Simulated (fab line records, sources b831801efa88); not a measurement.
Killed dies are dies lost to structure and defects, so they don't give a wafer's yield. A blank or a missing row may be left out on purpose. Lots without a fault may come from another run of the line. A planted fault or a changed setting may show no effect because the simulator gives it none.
Which tool did it? | flow gf180mcu | 13 lots, 39 wafers sampled, at 4 steps of a route of 602

WHAT THE GAUGES READ, wafer by wafer
GF_M1_RS_MEAS_05: measures by four-point-probe. Usual: M1_ALCU_RS 0.0696 ohm/sq, standard deviation 0.00083.
lot  | measured     | on            | M1_ALCU_RS (ohm/sq)  | flag
L574 | day 16 02:52 | film_metro-04 | 0.0688 0.0695 0.0695 |
L576 | day 16 21:50 | film_metro-04 | 0.0706 0.0696 0.0697 |
L579 | day 18 01:38 | film_metro-04 | 0.0708 0.0704 0.0705 |
L580 | day 18 06:53 | film_metro-03 | 0.0689 0.0704 0.0696 |
L581 | day 18 17:45 | film_metro-03 | 0.0712 0.0698 0.0691 |
L583 | day 19 15:51 | film_metro-03 | 0.0699 0.0687 0.0689 |
L585 | day 20 07:58 | film_metro-01 | 0.0701 0.0692 0.0682 |
L586 | day 20 16:43 | film_metro-01 | 0.0698 0.0696 0.0690 |
L590 | day 21 23:27 | film_metro-03 | 0.0711 0.0704 0.0704 |
L592 | day 22 23:34 | film_metro-04 | 0.0680 0.0688 0.0684 |
L594 | day 23 09:42 | film_metro-03 | 0.0706 0.0708 0.0710 |
L595 | day 23 15:33 | film_metro-04 | 0.0694 0.0698 0.0700 |
L597 | day 24 03:38 | film_metro-04 | 0.0698 0.0693 0.0691 |

GF_M1_THK_MEAS_06: measures by xrf. Usual: M1_ALCU_THK 460 nm, standard deviation 5.9.
lot  | measured     | on            | M1_ALCU_THK (nm) | flag
L574 | day 16 02:58 | film_metro-04 | 466 463 463      |
L576 | day 16 21:56 | film_metro-04 | 456 463 463      |
L579 | day 18 01:44 | film_metro-04 | 458 455 455      |
L580 | day 18 06:59 | film_metro-03 | 462 452 456      |
L581 | day 18 17:52 | film_metro-03 | 447 453 458      |
L583 | day 19 15:58 | film_metro-03 | 455 465 462      |
L585 | day 20 08:05 | film_metro-01 | 452 459 463      |
L586 | day 20 16:48 | film_metro-01 | 453 456 460      |
L590 | day 21 23:34 | film_metro-03 | 449 454 457      |
L592 | day 22 23:41 | film_metro-04 | 477 468 478      |
L594 | day 23 09:49 | film_metro-03 | 453 451 451      |
L595 | day 23 15:40 | film_metro-04 | 465 461 458      |
L597 | day 24 03:46 | film_metro-04 | 463 468 468      |

WHICH TOOL RAN EACH LOT (tool, then ch and the chambers of the sampled wafers, then the start)
lot  | GF_CONTACT_ETCH_16                 | GF_M1_SPUTTER_04
L574 | rie_diel-02 ch 0,1,3, day 16 01:26 | pvd_sputter-04, day 16 02:47
L576 | rie_diel-03 ch 1,2,3, day 16 20:26 | pvd_sputter-02, day 16 21:45
L579 | rie_diel-02 ch 2,3, day 18 00:14   | pvd_sputter-03, day 18 01:34
L580 | rie_diel-03 ch 0,2,3, day 18 05:29 | pvd_sputter-04, day 18 06:49
L581 | rie_diel-01 ch 0,1, day 18 16:14   | pvd_sputter-02, day 18 17:41
L583 | rie_diel-02 ch 0,1, day 19 14:29   | pvd_sputter-02, day 19 15:49
L585 | rie_diel-02 ch 0,1,3, day 20 06:35 | pvd_sputter-02, day 20 07:56
L586 | rie_diel-03 ch 0,1,2, day 20 15:17 | pvd_sputter-04, day 20 16:37
L590 | rie_diel-02 ch 1,2, day 21 22:05   | pvd_sputter-02, day 21 23:25
L592 | rie_diel-01 ch 1,2,3, day 22 22:10 | pvd_sputter-02, day 22 23:31
L594 | rie_diel-03 ch 1,2, day 23 08:13   | pvd_sputter-03, day 23 09:38
L595 | rie_diel-02 ch 1,3, day 23 14:11   | pvd_sputter-03, day 23 15:31
L597 | rie_diel-03 ch 0,3, day 24 02:16   | pvd_sputter-03, day 24 03:36
- GF_CONTACT_ETCH_16: etches BARC in N2/H2.
- GF_M1_SPUTTER_04: material TiN, target thk 50 nm, time 41.7 s.

WHAT THE TOOLS THEMSELVES READ (means of the sampled wafers that have a number; where no wafer has one, the mark that the record gives instead)
GF_CONTACT_ETCH_16. Usual: drypump_motor_current_A 5.6 A, standard deviation 0.33; h2_flow_sccm 200.0 sccm, standard deviation 0.59; oes_product_au 0.854 a.u., standard deviation 0.0045; throttle_valve_pct 13.226 %, standard deviation 0.0085.
lot  | tool        | drypump_motor_current_A (A) | h2_flow_sccm (sccm) | oes_product_au (a.u.) | throttle_valve_pct (%) | flag
L574 | rie_diel-02 | 5.8                         | 199.9               | 0.849                 | 13.227                 |
L576 | rie_diel-03 | 5.6                         | 200.5               | 0.856                 | 13.230                 |
L579 | rie_diel-02 | 5.5                         | 200.5               | 0.850                 | 13.224                 |
L580 | rie_diel-03 | 5.7                         | 199.6               | 0.853                 | 13.229                 |
L581 | rie_diel-01 | 5.6                         | 200.0               | 0.859                 | 13.223                 |
L583 | rie_diel-02 | 5.7                         | 200.0               | 0.853                 | 13.228                 |
L585 | rie_diel-02 | 5.8                         | 200.0               | 0.854                 | 13.221                 |
L586 | rie_diel-03 | 5.7                         | 200.1               | 0.855                 | 13.230                 |
L590 | rie_diel-02 | 5.6                         | 200.1               | 0.859                 | 13.231                 |
L592 | rie_diel-01 | 5.6                         | 199.7               | 0.858                 | 13.222                 |
L594 | rie_diel-03 | 5.8                         | 199.8               | 0.853                 | 13.230                 |
L595 | rie_diel-02 | 5.9                         | 199.1               | 0.857                 | 13.227                 |
L597 | rie_diel-03 | 5.6                         | 200.1               | 0.854                 | 13.220                 |

GF_M1_SPUTTER_04. Usual: cathode_dc_power_W 6500.1 W, standard deviation 1.2; throttle_valve_pct 29.9 %, standard deviation 0.83.
lot  | tool           | cathode_dc_power_W (W) | throttle_valve_pct (%) | flag
L574 | pvd_sputter-04 | 6501.0                 | 30.2                   |
L576 | pvd_sputter-02 | 6500.3                 | 29.6                   |
L579 | pvd_sputter-03 | 6499.4                 | 29.9                   |
L580 | pvd_sputter-04 | 6500.1                 | 30.1                   |
L581 | pvd_sputter-02 | 6500.1                 | 29.8                   |
L583 | pvd_sputter-02 | 6500.6                 | 30.5                   |
L585 | pvd_sputter-02 | 6499.4                 | 29.1                   |
L586 | pvd_sputter-04 | 6499.4                 | 30.1                   |
L590 | pvd_sputter-02 | 6313.6                 | 29.7                   | OFF
L592 | pvd_sputter-02 | 6313.4                 | 29.8                   | OFF
L594 | pvd_sputter-03 | 6500.7                 | 30.1                   |
L595 | pvd_sputter-03 | 6499.4                 | 30.6                   |
L597 | pvd_sputter-03 | 6501.0                 | 29.9                   |

THE ANSWER, worked out from the rows above alone
Rule: a lot is off if the mean of its wafers that have a number lies more than 3 standard deviations from the usual mean. A lot without any number at a reading at which 4 lots or more have one is off too. The other lots that the step has rows for count as sound. The gauges are gone through in route order, then the tools' own readings, and for those a lot's mean is taken as printed above. The first step at which some lot is off is used, and at that step the reading that is off furthest; a lot without a number counts as furthest.
Off: L590, L592, at GF_M1_SPUTTER_04 (cathode_dc_power_W).
A tool fits if, at that step or a process step before it, it ran every lot that is off, and no sound lot after the first of them. One fits: pvd_sputter-02 at GF_M1_SPUTTER_04. Its last sound lot is L585 (day 20 07:56), its first lot that is off L590 (day 21 23:25): a fault that began between those two fits.
The tool's own readings at GF_M1_SPUTTER_04 bear it out: on the lots that are off they differ by more than 5 times the standard deviation of the sound lots' means. cathode_dc_power_W reads 6313.5 W there against 6500.1 W on the sound lots.

WHAT THE SIMULATOR HAD PUT IN
Process parameter drift: pvd_sputter-02, from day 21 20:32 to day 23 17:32, at GF_M1_SPUTTER_04. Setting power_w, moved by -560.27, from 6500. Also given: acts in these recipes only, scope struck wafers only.
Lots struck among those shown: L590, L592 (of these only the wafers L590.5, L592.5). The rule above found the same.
